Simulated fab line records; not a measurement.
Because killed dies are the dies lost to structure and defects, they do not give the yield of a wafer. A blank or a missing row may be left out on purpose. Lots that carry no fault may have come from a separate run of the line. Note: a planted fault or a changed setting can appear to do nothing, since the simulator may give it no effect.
fab line records	flow sky130
record: lots: 13	wafers: 39	lastDay: 50
route steps=708 shown RES_XHIGH@360 VIA2@509 METAL5@662 PAD_OPEN@707
lots that met no fault: from a run of the same line without faults
startH: hours from the record's opening day to when the first of the lot's shown wafers began	waitH: hours from the lot's prior step to this one	" the same as in the row above	L1.1+2: several wafers, shown together as one row	- no value present, or no start provided	* or withheld: withheld	< > ~ a bound
route shown NAME@n: a module of which the file shows steps, and the number in the route of the first	usual: mean/standard deviation of fault-free wafers	same: alike in all rows	chamber/n: place in a boat	sites: per-site readings	_std_site: the standard deviation of these	_edge_site: outer sites' mean less inner sites'	radiusMm: for every site, how far away it sits from the centre of the wafer	mask NAME#n: copy n	behind: the tool/chamber that last shaped the wafer	hold: why the lot went on hold/how many hours it stayed there/how the hold came to an end	device: which transistor (n, p or np) failed to switch	end of line: tests of these same wafers at the route's end	a step without rows: its recipe alone	killed: dies that structure and defects cost at the first sort, which is not the same as the wafer's yield	map: a wafer's dies, marking killed ones x, the rest . and places with no die _
set.NAME: the setting the step ran with; set.NAME@STEP: the setting that earlier step ran with	model.NAME: the simulator's own value behind a step, which no gauge read
a sample of lots followed through the steps of the route, with each step as a table and each wafer as a row
services: a tool's chamber out of use, with start hour (startH, from the record's first day; less than 0 if before it), hours out, and reason
== steps ==
step: SKY_SD_N_RS_MEAS_18
recipe: thkMeasGauge: four-point-probe
usual: RES_XHIGH_RS: 333.3/1.3
lot.wafer	tool	chamber	startH	waitH	RES_XHIGH_RS[ohm/sq]
L297.1	filmMetro-02	-	642.35	0.1	335.6
L297.3	"	-	"	"	334.8
L297.5	"	-	"	"	334.3
L299.1	filmMetro-03	-	663.48	0.1	335.3
L299.4	"	-	"	"	334.9
L299.5	"	-	"	"	335.5
L302.2	filmMetro-03	-	691.80	0.1	331.5
L302.3	"	-	"	"	333.4
L302.4	"	-	"	"	332.7
L303.2	filmMetro-03	-	703.00	0.1	331.5
L303.5	"	-	"	"	332.3
L303.6	"	-	"	"	333.3
L304.2	filmMetro-02	-	727.77	0.1	334.3
L304.3	"	-	"	"	333.4
L304.4	"	-	"	"	333.7
L311.1	filmMetro-04	-	776.60	0.1	333.0
L311.3	"	-	"	"	332.5
L311.4	"	-	"	"	332.4
L312.2	filmMetro-03	-	779.66	0.1	332.7
L312.5	"	-	"	"	333.4
L312.6	"	-	"	"	333.2
L314.3	filmMetro-03	-	784.42	0.1	332.2
L314.5	"	-	"	"	332.1
L314.6	"	-	"	"	332.2
L313.1	filmMetro-03	-	787.63	0.1	333.7
L313.3	"	-	"	"	333.9
L313.5	"	-	"	"	334.6
L315.1	filmMetro-04	-	810.38	0.1	332.4
L315.3	"	-	"	"	333.8
L315.6	"	-	"	"	332.5
L316.1	filmMetro-04	-	816.47	0.1	333.2
L316.3	"	-	"	"	332.7
L316.4	"	-	"	"	331.5
L317.1	filmMetro-03	-	817.60	0.1	331.1
L317.3	"	-	"	"	332.3
L317.6	"	-	"	"	331.7
L319.1	filmMetro-04	-	822.48	0.1	334.5
L319.3	"	-	"	"	334.8
L319.5	"	-	"	"	333.5
step: SKY_VIA2_CMP_02
recipe: material: SiO2	downForcePsi: 4	platenRpm: 60	padVelocityMS: 0.94248
usual: motorCurrentA: 11.7/0.78
lot.wafer	tool	chamber	startH	waitH	motorCurrentA
L297.1	cmp-01	1	817.35	0.1	11.7
L297.3	"	3	"	"	12.6
L297.5	"	1	"	"	12.1
L299.1	cmp-02	0	834.56	0.1	11.5
L299.4	"	2	"	"	12.0
L299.5	"	1	"	"	12.2
L302.2	cmp-02	1	861.98	0.1	10.3
L302.4	"	2	"	"	11.9
L302.3	"	3	"	"	11.2
L303.2	cmp-02	3	873.54	0.1	11.3
L303.5	"	1	"	"	11.6
L303.6	"	2	"	"	11.4
L304.2	cmp-02	2	894.02	0.0	12.5
L304.4	"	0	"	"	12.2
L304.3	"	1	"	"	11.9
L311.1	cmp-01	2	939.93	0.1	12.7
L311.3	"	0	"	"	10.4
L311.4	"	1	"	"	11.6
L312.2	cmp-01	3	942.35	0.3	12.8
L312.6	"	0	"	"	10.5
L312.5	"	1	"	"	11.3
L314.3	cmp-01	1	947.69	0.2	11.7
L314.5	"	0	"	"	10.7
L314.6	"	1	"	"	12.1
L313.1	cmp-01	1	950.02	0.2	11.5
L313.3	"	3	"	"	12.3
L313.5	"	0	"	"	10.8
L315.3	cmp-02	2	970.98	0.0	12.2
L315.1	"	3	"	"	11.2
L315.6	"	2	"	"	11.6
L316.1	cmp-02	0	976.61	0.1	11.5
L316.3	"	1	"	"	11.2
L316.4	"	2	"	"	11.8
L317.1	cmp-02	0	978.88	0.1	11.2
L317.3	"	1	"	"	11.6
L317.6	"	1	"	"	11.6
L319.3	cmp-01	1	982.87	0.0	11.8
L319.1	"	0	"	"	11.0
L319.5	"	1	"	"	12.0
step: SKY_METAL5_SPUTTER_01
recipe: material: TiN	targetThkNm: 20	powerW: 6500	timeS: 16.7	chamberPressurePa: 0.4
usual: throttleValvePct: 29.7/0.83
same: timeS: 16.7
lot.wafer	tool	chamber	startH	waitH	throttleValvePct
L297.1	pvdSputter-04	-	999.31	0.0	30.1
L297.3	"	-	"	"	28.3
L297.5	"	-	"	"	29.8
L299.1	pvdSputter-04	-	1016.57	0.0	31.6
L299.4	"	-	"	"	28.1
L299.5	"	-	"	"	31.4
L302.2	pvdSputter-01	-	1039.97	0.0	28.7
L302.3	"	-	"	"	30.6
L302.4	"	-	"	"	29.6
L303.2	pvdSputter-01	-	1050.40	0.0	29.4
L303.5	"	-	"	"	29.5
L303.6	"	-	"	"	29.1
L304.2	pvdSputter-01	-	1067.98	0.0	29.5
L304.3	"	-	"	"	28.9
L304.4	"	-	"	"	30.9
L311.1	pvdSputter-03	-	1104.07	0.0	29.7
L311.3	"	-	"	"	30.1
L311.4	"	-	"	"	28.8
L312.2	pvdSputter-03	-	1108.33	0.0	29.3
L312.5	"	-	"	"	28.9
L312.6	"	-	"	"	29.9
L314.3	pvdSputter-04	-	1113.49	0.0	30.0
L314.5	"	-	"	"	31.6
L314.6	"	-	"	"	30.0
L313.1	pvdSputter-01	-	1114.02	0.0	30.5
L313.3	"	-	"	"	29.0
L313.5	"	-	"	"	30.7
L315.1	pvdSputter-01	-	1131.26	0.0	30.9
L315.3	"	-	"	"	29.4
L315.6	"	-	"	"	29.4
L316.1	pvdSputter-01	-	1136.17	0.0	29.4
L316.3	"	-	"	"	28.9
L316.4	"	-	"	"	30.8
L317.1	pvdSputter-04	-	1136.47	0.0	29.9
L317.3	"	-	"	"	30.1
L317.6	"	-	"	"	29.9
L319.1	pvdSputter-03	-	1142.18	0.0	30.4
L319.3	"	-	"	"	29.9
L319.5	"	-	"	"	30.0
step: SKY_PAD_OPEN_BOW_MEAS_13
recipe: mode: bow
usual: PAD_OPEN_BOW: 49/8.4
lot.wafer	tool	chamber	startH	waitH	PAD_OPEN_BOW[um]
L297.1	filmMetro-01	-	1070.11	-	41
L297.3	"	-	"	"	35
L297.5	"	-	"	"	48
L299.1	filmMetro-03	-	1084.49	-	59
L299.4	"	-	"	"	42
L299.5	"	-	"	"	45
L302.2	filmMetro-01	-	1105.07	-	47
L302.3	"	-	"	"	49
L302.4	"	-	"	"	40
L303.2	filmMetro-04	-	1114.47	-	45
L303.5	"	-	"	"	50
L303.6	"	-	"	"	58
L304.2	filmMetro-04	-	1129.97	-	60
L304.3	"	-	"	"	44
L304.4	"	-	"	"	57
L311.1	filmMetro-03	-	1163.41	-	54
L311.3	"	-	"	"	54
L311.4	"	-	"	"	37
L312.2	filmMetro-04	-	1169.08	-	41
L312.5	"	-	"	"	31
L312.6	"	-	"	"	43
L314.3	filmMetro-01	-	1172.80	-	41
L314.5	"	-	"	"	54
L314.6	"	-	"	"	52
L313.1	filmMetro-03	-	1174.26	-	50
L313.3	"	-	"	"	56
L313.5	"	-	"	"	64
L315.1	filmMetro-04	-	1187.17	-	41
L315.3	"	-	"	"	60
L315.6	"	-	"	"	48
L316.1	filmMetro-01	-	1192.54	-	40
L316.3	"	-	"	"	34
L316.4	"	-	"	"	36
L317.1	filmMetro-03	-	1192.72	-	65
L317.3	"	-	"	"	50
L317.6	"	-	"	"	54
L319.1	filmMetro-03	-	1197.05	-	51
L319.3	"	-	"	"	52
L319.5	"	-	"	"	54
step: SKY_PAD_OPEN_PROBE_99
usual: defectLimitedYield: 82.4/1.8	killed_at_M0_to_M3: 43/7.8	killed_at_M4_up: 3.2/1.7	killedAtContacts: 24/5.2	killedAtFrontEnd: 15/4.5	killedAtOther: 0.4/0.65	killedDies: 87/9.1	killedOnRim: 17/3.5	killedOpen: 47/7.3	killedShort: 40/6.5	sort_bin_3_pad_short: 0.9/0.46	sort_bin_5_function: 10.4/1.5	sort_bin_6_memory: 6.3/1	sortNPass: 405/9.1	sortYieldPct: 82.4/1.8
same: grossDies: 492	killedAtBackSide: 0	sort_bin_4_leakage[%]: 0	sort_bin_8_speed[%]: 0
lot.wafer	tool	chamber	startH	waitH	hold	defectLimitedYield[%]	killed_at_M0_to_M3	killed_at_M4_up	killedAtContacts	killedAtFrontEnd	killedAtOther	killedDies	killedOnRim	killedOpen	killedShort	sort_bin_3_pad_short[%]	sort_bin_5_function[%]	sort_bin_6_memory[%]	sortNPass	sortYieldPct[%]
L297.1	prober-02	-	1070.23	0.1	-	81.7	41	6	26	16	1	90	21	48	42	1.2	11.4	5.7	402	81.7
L297.3	prober-02	-	1070.33	0.2	-	80.7	45	4	22	24	0	95	21	56	39	0.6	12.0	6.7	397	80.7
L297.5	prober-02	-	1070.43	0.2	-	80.3	56	2	22	17	0	97	12	55	42	0.8	9.3	9.6	395	80.3
L299.1	prober-02	-	1084.61	0.1	-	79.9	47	4	32	16	0	99	17	50	47	1.2	12.6	6.3	393	79.9
L299.4	prober-02	-	1084.76	0.2	-	84.3	36	2	27	11	1	77	16	43	33	0.2	7.7	7.7	415	84.3
L299.5	prober-02	-	1084.81	0.2	-	81.7	50	3	22	14	1	90	15	51	39	1.6	10.0	6.7	402	81.7
L302.2	prober-01	-	1105.22	0.1	awaitDispo/1.9h/release	82.9	35	3	25	20	1	84	16	43	41	1.0	8.9	7.1	408	82.9
L302.3	prober-01	-	1105.27	0.2	awaitDispo/1.9h/release	80.5	41	2	35	16	2	96	18	43	53	0.6	12.6	6.3	396	80.5
L302.4	prober-01	-	1105.32	0.2	awaitDispo/1.9h/release	52.4	195	8	26	5	0	234	33	32	37	4.3	27.0	16.3	258	52.4
L303.2	prober-02	-	1114.62	0.1	awaitDispo/7.0h/release	79.5	54	1	29	17	0	101	19	56	45	0.8	12.2	7.5	391	79.5
L303.5	prober-02	-	1114.77	0.2	awaitDispo/7.0h/release	84.1	37	2	22	17	0	78	10	41	37	1.0	8.9	5.9	414	84.1
L303.6	prober-02	-	1114.82	0.2	awaitDispo/7.0h/release	48.2	217	3	24	11	0	255	51	30	35	4.7	31.7	15.4	237	48.2
L304.2	prober-01	-	1130.12	0.1	awaitDispo/2.9h/release	52.0	196	5	24	10	1	236	40	42	31	4.1	30.5	13.4	256	52.0
L304.3	prober-01	-	1130.17	0.2	awaitDispo/2.9h/release	80.7	43	4	26	21	1	95	13	53	41	0.8	12.0	6.5	397	80.7
L304.4	prober-01	-	1130.22	0.2	awaitDispo/2.9h/release	81.7	49	5	17	19	0	90	16	41	49	0.6	10.2	7.5	402	81.7
L311.1	prober-02	-	1163.53	0.1	-	83.7	42	0	23	13	2	80	17	39	38	0.8	10.0	5.5	412	83.7
L311.3	prober-02	-	1163.63	0.2	-	82.5	44	5	25	11	1	86	20	49	36	0.4	10.8	6.3	406	82.5
L311.4	prober-02	-	1163.68	0.2	-	83.9	41	2	20	15	1	79	13	44	34	0.4	8.5	7.1	413	83.9
L312.2	prober-01	-	1169.23	0.1	-	83.5	41	5	24	11	0	81	16	39	42	1.0	10.2	5.3	411	83.5
L312.5	prober-01	-	1169.38	0.2	-	79.7	52	1	30	17	0	100	21	57	43	0.4	12.4	7.5	392	79.7
L312.6	prober-01	-	1169.43	0.2	-	83.5	47	4	18	12	0	81	16	46	35	1.0	9.6	5.9	411	83.5
L314.3	prober-02	-	1172.98	0.2	-	81.3	47	5	27	12	1	92	17	67	25	0.8	11.2	6.7	400	81.3
L314.5	prober-02	-	1173.08	0.2	-	81.9	45	2	18	24	0	89	18	42	47	1.4	9.1	7.5	403	81.9
L314.6	prober-02	-	1173.13	0.2	-	80.3	43	2	32	20	0	97	19	50	47	1.4	12.2	6.1	395	80.3
L313.1	prober-01	-	1174.38	0.1	-	81.7	51	2	19	18	0	90	19	42	47	0.2	12.0	6.1	402	81.7
L313.3	prober-01	-	1174.48	0.2	-	79.9	44	3	35	17	0	99	22	51	47	1.0	11.2	7.9	393	79.9
L313.5	prober-01	-	1174.58	0.2	-	83.9	33	7	27	12	0	79	13	40	39	0.8	8.1	7.1	413	83.9
L315.1	prober-02	-	1187.29	0.1	-	85.6	35	2	18	16	0	71	12	41	30	0.8	7.1	6.5	421	85.6
L315.3	prober-02	-	1187.39	0.2	-	83.1	50	5	21	7	0	83	10	48	35	1.4	8.7	6.7	409	83.1
L315.6	prober-02	-	1187.54	0.2	-	83.1	41	4	25	13	0	83	16	45	38	1.0	9.3	6.5	409	83.1
L316.1	prober-01	-	1192.66	0.1	-	80.9	41	3	33	16	1	94	16	45	48	1.4	10.4	7.3	398	80.9
L316.3	prober-01	-	1192.76	0.2	-	81.7	44	4	25	15	2	90	21	56	33	1.0	11.2	6.1	402	81.7
L316.4	prober-01	-	1192.81	0.2	-	83.9	44	1	18	15	1	79	16	42	36	0.8	10.2	5.1	413	83.9
L317.1	prober-02	-	1192.84	0.1	-	84.6	40	3	21	12	0	76	18	44	32	1.4	7.5	6.5	416	84.6
L317.3	prober-02	-	1192.94	0.2	-	83.1	33	3	33	13	1	83	17	54	28	0.2	9.6	7.1	409	83.1
L317.6	prober-02	-	1193.09	0.2	-	81.1	31	2	34	26	0	93	21	55	38	0.2	10.4	8.3	399	81.1
L319.1	prober-02	-	1197.17	0.1	-	83.9	35	3	24	17	0	79	18	34	45	0.6	9.6	5.9	413	83.9
L319.3	prober-02	-	1197.27	0.2	-	84.6	26	2	29	19	0	76	17	49	27	0	9.6	5.9	416	84.6
L319.5	prober-02	-	1197.37	0.2	-	82.9	40	4	28	12	0	84	19	44	40	1.0	10.8	5.3	408	82.9
killed by level:class
L297.1 VIA3:geometricParticle:open=9 CONTACT:geometricParticle:open=8 POLY_GATE:geometricParticle:open=7 LI_CONTACT:geometricParticle:open=7 CONTACT:geometricParticle:short=6 VIA1:geometricParticle:open=6 VIA2:geometricParticle:open=6 METAL4:geometricParticle:short=6
L297.3 VIA1:geometricParticle:open=11 CONTACT:geometricParticle:open=10 FIELD_ISO:geometricParticle:open=8 VIA3:geometricParticle:open=8 VIA2:geometricParticle:open=7 FIELD_ISO:geometricParticle:short=6 LI_CONTACT:geometricParticle:open=5 VIA2:geometricParticle:short=5
L297.5 VIA3:geometricParticle:open=10 CONTACT:geometricParticle:open=10 VIA1:geometricParticle:open=10 METAL1:geometricParticle:short=8 METAL2:geometricParticle:short=7 VIA1:geometricParticle:short=6 FIELD_ISO:geometricParticle:short=5 VIA2:geometricParticle:open=5
L299.1 CONTACT:geometricParticle:open=10 VIA3:geometricParticle:open=10 LI_CONTACT:geometricParticle:open=9 VIA1:geometricParticle:short=7 VIA1:geometricParticle:open=6 METAL1:geometricParticle:short=6 VIA3:geometricParticle:short=6 POLY_GATE:geometricParticle:short=5
L299.4 LI_CONTACT:geometricParticle:open=8 VIA1:geometricParticle:open=8 VIA3:geometricParticle:open=8 LOCAL_INTERCONNECT:geometricParticle:short=6 CONTACT:geometricParticle:open=6 METAL1:geometricParticle:short=6 VIA2:geometricParticle:open=4 FIELD_ISO:geometricParticle:short=3
L299.5 VIA1:geometricParticle:open=10 CONTACT:geometricParticle:short=7 VIA3:geometricParticle:open=7 METAL1:geometricParticle:short=6 CONTACT:geometricParticle:open=6 VIA2:geometricParticle:open=6 FIELD_ISO:geometricParticle:open=5 POLY_GATE:geometricParticle:open=5
L302.2 CONTACT:geometricParticle:open=9 LI_CONTACT:geometricParticle:open=7 VIA1:geometricParticle:open=6 FIELD_ISO:geometricParticle:short=5 VIA1:geometricParticle:short=5 VIA2:geometricParticle:short=5 SPACER:geometricParticle:short=4 CONTACT:geometricParticle:short=4
L302.3 CONTACT:geometricParticle:open=10 LOCAL_INTERCONNECT:geometricParticle:short=10 CONTACT:geometricParticle:short=6 LI_CONTACT:geometricParticle:open=6 VIA3:geometricParticle:open=6 POLY_GATE:geometricParticle:short=5 VIA1:geometricParticle:open=5 METAL2:geometricParticle:short=5
L302.4 VIA2:unspecified=165 CONTACT:geometricParticle:open=9 LOCAL_INTERCONNECT:geometricParticle:short=8 VIA3:geometricParticle:short=5 VIA1:geometricParticle:open=5 LI_CONTACT:geometricParticle:open=4 CONTACT:geometricParticle:short=4 VIA1:geometricParticle:short=4
L303.2 VIA1:geometricParticle:open=18 CONTACT:geometricParticle:open=10 LOCAL_INTERCONNECT:geometricParticle:short=7 POLY_GATE:geometricParticle:open=6 LI_CONTACT:geometricParticle:open=6 VIA1:geometricParticle:short=6 CONTACT:geometricParticle:short=5 METAL1:geometricParticle:short=5
L303.5 CONTACT:geometricParticle:open=10 VIA1:geometricParticle:open=10 VIA3:geometricParticle:open=7 CONTACT:geometricParticle:short=5 METAL1:geometricParticle:short=5 FIELD_ISO:geometricParticle:open=4 METAL3:geometricParticle:short=4 LI_CONTACT:geometricParticle:open=4
L303.6 VIA2:unspecified=190 LI_CONTACT:geometricParticle:open=7 CONTACT:geometricParticle:open=7 VIA1:geometricParticle:short=7 CONTACT:geometricParticle:short=5 VIA1:geometricParticle:open=5 VIA2:geometricParticle:open=4 FIELD_ISO:geometricParticle:short=3
L304.2 VIA2:unspecified=162 CONTACT:geometricParticle:open=13 VIA1:geometricParticle:open=8 FIELD_ISO:geometricParticle:open=5 VIA1:geometricParticle:short=5 METAL1:geometricParticle:short=5 VIA2:geometricParticle:open=5 LI_CONTACT:geometricParticle:open=4
L304.3 CONTACT:geometricParticle:open=11 METAL2:geometricParticle:short=7 VIA1:geometricParticle:open=7 VIA3:geometricParticle:open=7 LI_CONTACT:geometricParticle:open=6 FIELD_ISO:geometricParticle:open=5 POLY_GATE:geometricParticle:open=5 METAL1:geometricParticle:short=5
L304.4 VIA1:geometricParticle:open=9 METAL1:geometricParticle:short=7 FIELD_ISO:geometricParticle:short=6 VIA1:geometricParticle:short=6 METAL2:geometricParticle:short=6 VIA3:geometricParticle:open=6 CONTACT:geometricParticle:short=5 CONTACT:geometricParticle:open=5
L311.1 VIA1:geometricParticle:open=10 CONTACT:geometricParticle:open=7 LI_CONTACT:geometricParticle:open=6 VIA1:geometricParticle:short=6 VIA3:geometricParticle:short=6 LOCAL_INTERCONNECT:geometricParticle:short=5 VIA2:geometricParticle:open=5 POLY_GATE:geometricParticle:short=4
L311.3 VIA3:geometricParticle:open=11 CONTACT:geometricParticle:open=10 VIA1:geometricParticle:open=7 CONTACT:geometricParticle:short=6 METAL1:geometricParticle:short=6 METAL2:geometricParticle:short=6 LI_CONTACT:geometricParticle:open=5 FIELD_ISO:geometricParticle:open=4
L311.4 VIA1:geometricParticle:open=11 METAL1:geometricParticle:short=9 VIA3:geometricParticle:open=7 LI_CONTACT:geometricParticle:open=6 FIELD_ISO:geometricParticle:open=5 POLY_GATE:geometricParticle:short=5 CONTACT:geometricParticle:open=5 CONTACT:geometricParticle:short=5
L312.2 CONTACT:geometricParticle:open=11 VIA1:geometricParticle:open=10 VIA3:geometricParticle:short=7 VIA3:geometricParticle:open=5 LI_CONTACT:geometricParticle:short=5 METAL1:geometricParticle:short=5 METAL2:geometricParticle:short=5 METAL4:geometricParticle:short=5
L312.5 CONTACT:geometricParticle:open=15 VIA1:geometricParticle:open=9 METAL1:geometricParticle:short=8 VIA1:geometricParticle:short=6 LI_CONTACT:geometricParticle:open=6 VIA3:geometricParticle:open=6 POLY_GATE:geometricParticle:short=5 CONTACT:geometricParticle:short=5
L312.6 VIA1:geometricParticle:open=13 CONTACT:geometricParticle:open=8 VIA3:geometricParticle:short=7 VIA1:geometricParticle:short=6 POLY_GATE:geometricParticle:short=5 VIA3:geometricParticle:open=5 VIA2:geometricParticle:open=4 FIELD_ISO:geometricParticle:open=3
L314.3 CONTACT:geometricParticle:open=15 VIA3:geometricParticle:open=12 VIA1:geometricParticle:open=10 VIA2:geometricParticle:open=8 LI_CONTACT:geometricParticle:open=5 METAL4:geometricParticle:short=4 POLY_GATE:geometricParticle:short=4 POLY_GATE:geometricParticle:open=4
L314.5 POLY_GATE:geometricParticle:short=9 POLY_GATE:geometricParticle:open=7 VIA3:geometricParticle:open=7 LI_CONTACT:geometricParticle:open=5 CONTACT:geometricParticle:open=5 METAL1:geometricParticle:short=5 VIA1:geometricParticle:open=5 VIA2:geometricParticle:short=5
L314.6 CONTACT:geometricParticle:open=12 FIELD_ISO:geometricParticle:short=10 LI_CONTACT:geometricParticle:open=10 VIA2:geometricParticle:open=7 POLY_GATE:geometricParticle:open=6 VIA1:geometricParticle:open=6 VIA1:geometricParticle:short=5 METAL1:geometricParticle:short=5
L313.1 VIA1:geometricParticle:open=14 CONTACT:geometricParticle:short=7 POLY_GATE:geometricParticle:open=7 VIA1:geometricParticle:short=7 LI_CONTACT:geometricParticle:open=6 VIA2:geometricParticle:open=6 METAL2:geometricParticle:short=6 POLY_GATE:geometricParticle:short=4
L313.3 LI_CONTACT:geometricParticle:open=14 VIA1:geometricParticle:open=11 CONTACT:geometricParticle:short=7 CONTACT:geometricParticle:open=7 METAL2:geometricParticle:short=6 POLY_GATE:geometricParticle:short=5 METAL1:geometricParticle:short=5 VIA2:geometricParticle:short=4
L313.5 LI_CONTACT:geometricParticle:open=8 VIA1:geometricParticle:open=8 CONTACT:geometricParticle:open=7 METAL4:geometricParticle:short=6 CONTACT:geometricParticle:short=6 METAL1:geometricParticle:short=5 METAL2:geometricParticle:short=5 VIA2:geometricParticle:open=5
L315.1 METAL2:geometricParticle:short=8 CONTACT:geometricParticle:open=7 VIA1:geometricParticle:open=7 LI_CONTACT:geometricParticle:open=6 POLY_GATE:geometricParticle:open=5 METAL1:geometricParticle:short=5 FIELD_ISO:geometricParticle:short=4 FIELD_ISO:geometricParticle:open=4
L315.3 VIA1:geometricParticle:open=11 VIA2:geometricParticle:open=9 VIA3:geometricParticle:open=7 CONTACT:geometricParticle:open=7 LI_CONTACT:geometricParticle:open=5 METAL1:geometricParticle:short=5 METAL2:geometricParticle:short=5 METAL3:geometricParticle:short=4
L315.6 METAL1:geometricParticle:short=11 VIA1:geometricParticle:open=11 CONTACT:geometricParticle:open=8 VIA2:geometricParticle:open=5 LI_CONTACT:geometricParticle:open=5 LOCAL_INTERCONNECT:geometricParticle:short=4 LOCAL_INTERCONNECT:geometricParticle:open=4 VIA3:geometricParticle:open=4
L316.1 CONTACT:geometricParticle:open=12 METAL2:geometricParticle:short=11 LI_CONTACT:geometricParticle:open=10 VIA2:geometricParticle:open=7 FIELD_ISO:geometricParticle:short=6 VIA3:geometricParticle:short=6 LOCAL_INTERCONNECT:geometricParticle:short=5 POLY_GATE:geometricParticle:open=4
L316.3 CONTACT:geometricParticle:open=12 VIA1:geometricParticle:open=10 FIELD_ISO:geometricParticle:open=9 VIA2:geometricParticle:open=9 VIA1:geometricParticle:short=6 CONTACT:geometricParticle:short=5 FIELD_ISO:geometricParticle:short=4 LI_CONTACT:geometricParticle:open=4
L316.4 VIA3:geometricParticle:open=7 VIA1:geometricParticle:open=7 CONTACT:geometricParticle:open=6 METAL2:geometricParticle:short=6 POLY_GATE:geometricParticle:open=5 POLY_GATE:geometricParticle:short=5 VIA1:geometricParticle:short=5 VIA2:geometricParticle:open=5
L317.1 VIA1:geometricParticle:open=12 VIA2:geometricParticle:open=8 CONTACT:geometricParticle:open=7 METAL1:geometricParticle:short=6 LI_CONTACT:geometricParticle:open=5 FIELD_ISO:geometricParticle:short=4 POLY_GATE:geometricParticle:short=3 LI_CONTACT:geometricParticle:short=3
L317.3 CONTACT:geometricParticle:open=11 LI_CONTACT:geometricParticle:open=10 VIA2:geometricParticle:open=9 VIA1:geometricParticle:open=5 VIA3:geometricParticle:open=5 SPACER:geometricParticle:open=4 LOCAL_INTERCONNECT:geometricParticle:short=4 VIA1:geometricParticle:short=4
L317.6 LI_CONTACT:geometricParticle:open=14 VIA1:geometricParticle:open=12 FIELD_ISO:geometricParticle:open=9 LOCAL_INTERCONNECT:geometricParticle:short=6 VIA3:geometricParticle:open=6 FIELD_ISO:geometricParticle:short=5 CONTACT:geometricParticle:open=5 SPACER:geometricParticle:short=4
L319.1 CONTACT:geometricParticle:open=10 VIA1:geometricParticle:open=9 POLY_GATE:geometricParticle:short=7 METAL1:geometricParticle:short=7 METAL2:geometricParticle:short=7 LI_CONTACT:geometricParticle:open=6 FIELD_ISO:geometricParticle:short=5 LI_CONTACT:geometricParticle:short=3
L319.3 LI_CONTACT:geometricParticle:open=12 CONTACT:geometricParticle:open=9 SPACER:geometricParticle:open=5 VIA3:geometricParticle:open=5 FIELD_ISO:geometricParticle:open=4 POLY_GATE:geometricParticle:short=4 VIA1:geometricParticle:open=4 METAL2:geometricParticle:short=4
L319.5 CONTACT:geometricParticle:open=11 VIA2:geometricParticle:open=8 LI_CONTACT:geometricParticle:short=6 METAL1:geometricParticle:open=5 VIA3:geometricParticle:open=5 POLY_GATE:geometricParticle:open=4 LOCAL_INTERCONNECT:geometricParticle:short=4 CONTACT:geometricParticle:short=4
== services ==
tool	chamber	startH	hours	kind
pvdSputter-03	-	841.88	4.9	repair
cmp-01	-	865.34	0.4	repair
pvdSputter-01	-	867.85	1.5	repair
pvdSputter-01	-	883.75	1.2	repair
cmp-01	-	897.77	2.9	repair
pvdSputter-04	-	907.88	53.0	repair
cmp-02	-	912.00	4.0	pm
cmp-02	-	940.30	20.5	pm
cmp-01	-	960.99	6.4	pm
cmp-02	-	962.09	1.8	repair
cmp-02	-	973.89	1.0	repair
pvdSputter-04	-	976.82	2.6	repair
pvdSputter-03	-	982.16	0.9	repair
pvdSputter-04	-	1027.30	6.3	repair
cmp-01	-	1027.77	1.6	repair
cmp-02	-	1030.00	5.4	repair
cmp-02	-	1036.15	3.9	pm
cmp-02	-	1041.37	3.3	pm
cmp-01	-	1068.70	2.3	repair
pvdSputter-04	-	1075.84	1.2	repair
cmp-01	-	1084.18	4.0	pm
cmp-02	-	1104.17	2.0	repair
cmp-01	-	1118.42	1.3	repair
cmp-01	-	1126.15	1.4	repair
== key ==
firstSign: step: SKY_PAD_OPEN_PROBE_99	reading: killed_at_M0_to_M3	direction: up	sigmas: 21	usual: 43	struck: 203
effect: step: SKY_PAD_OPEN_PROBE_99	reading: defectLimitedYield	direction: down	sigmas: 17	usual: 82.4	struck: 50.9
metAt SKY_VIA2_CMP_02
struckLots L302,L303,L304
struckWafers L302.4,L303.6,L304.2
notActingAt SKY_SD_N_RS_MEAS_18,SKY_METAL5_SPUTTER_01,SKY_PAD_OPEN_BOW_MEAS_13
onsetBetween 834.56 861.98
fault: kind: chamberParticleSource	tool: cmp-02	chamber: 2	onsetH: 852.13	steps: SKY_VIA2_CMP_02	ratePerVisitCm2: 0.88572	endH: 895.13
